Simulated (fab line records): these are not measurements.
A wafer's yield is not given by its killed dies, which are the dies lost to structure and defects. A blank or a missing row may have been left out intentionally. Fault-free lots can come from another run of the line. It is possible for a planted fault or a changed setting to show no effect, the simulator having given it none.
The same fault as seen by 2 desks | flow gf180mcu | each desk holds nothing but its own numbers, with what lay behind them at the end

== THE METROLOGY DESK ==
Lot by lot, what the gauges showed, no matter which tool ran the lot: averages of those sampled wafers that carry a number. Marked OUT: a lot whose mean sits more than 4 standard deviations from the usual mean, which makes it out of limits; the brackets give that distance.
Columns: A = STI_OXIDATION_01_THK at GF_STI_THK_MEAS_22, usual 14.96 nm; B = MVPSD_TW at GF_MVPSD_TW_MEAS_11, usual 550; C = MVPSD_RS at GF_VT_IMPLANT_RS_MEAS_49, usual 1169 ohm/sq
lot  | first seen here | A     | B   | C
L688 | day 2 08:29     | 14.71 | 553 | 1171
L689 | day 2 14:39     | 15.35 | 549 | 1163
L690 | day 2 19:22     | 15.15 | 551 | 1173
L691 | day 3 00:26     | 14.74 | 548 | 1171
L692 | day 3 06:12     | 14.69 | 549 | 1172
L693 | day 3 10:26     | 14.63 | 550 | 1170
L694 | day 3 15:56     | 15.04 | 554 | 1174
L696 | day 4 02:41     | 14.56 | 548 | 1162
L698 | day 4 12:19     | 15.02 | 546 | 1166
L699 | day 4 19:57     | 14.61 | 549 | 1174
L702 | day 5 09:36     | 14.92 | 547 | 1171
L705 | day 6 01:17     | 14.91 | 555 | 1186
L707 | day 6 11:08     | 15.16 | 549 | 1183
This desk found nothing out of limits on any of the 13 lots.

== AT THE TOOL OWNER'S DESK: implanter-03 ==
The tool's own readings at GF_MVPSD_IMPLANT_08, given as means over the sampled wafers that have a number, one for each lot that went through this tool. Marked OUT: a lot whose mean sits more than 4 standard deviations from the usual mean, which makes it out of limits; the brackets give that distance.
Columns: A = beamEnergyKeV at GF_MVPSD_IMPLANT_08, usual 170.00; B = doseIonsCm2 at GF_MVPSD_IMPLANT_08, usual 1.4997e+13
lot  | first seen here | A                        | B
L689 | day 5 15:22     | 170.02                   | 1.4995e+13
L690 | day 5 22:07     | 170.00                   | 1.4996e+13
L691 | day 6 03:22     | 169.92                   | 1.4999e+13
L692 | day 6 11:09     | 170.01                   | 1.4989e+13
L702 | day 8 22:38     | 169.98                   | 1.4986e+13
L705 | day 9 15:52     | 158.23 (-99 or more) OUT | 1.4978e+13
L707 | day 10 04:01    | 158.24 (-99 or more) OUT | 1.4998e+13
This desk's verdict: out of limits on L705, L707, starting with L705 at day 9 15:52 (beamEnergyKeV at GF_MVPSD_IMPLANT_08). L689, L690, L691, L692, L702: within limits.

== ALL TOGETHER ==
The tool owner's desk could have raised an alarm at day 9 15:52, on L705, L707.
At the metrology desk, nothing out of limits was observed.
The metrology desk has L705, L707 on record, within its limits.
On implanter-03, each named lot ran GF_MVPSD_IMPLANT_08.

== WHAT WAS PUT IN BY THE SIMULATOR ==
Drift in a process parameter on implanter-03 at GF_MVPSD_IMPLANT_08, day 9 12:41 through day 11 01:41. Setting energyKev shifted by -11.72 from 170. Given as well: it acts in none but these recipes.
Struck lots among those shown: L705, L707.
How many hours passed from the start of the fault until each desk's first out-of-limits reading: the tool owner's desk, 3.
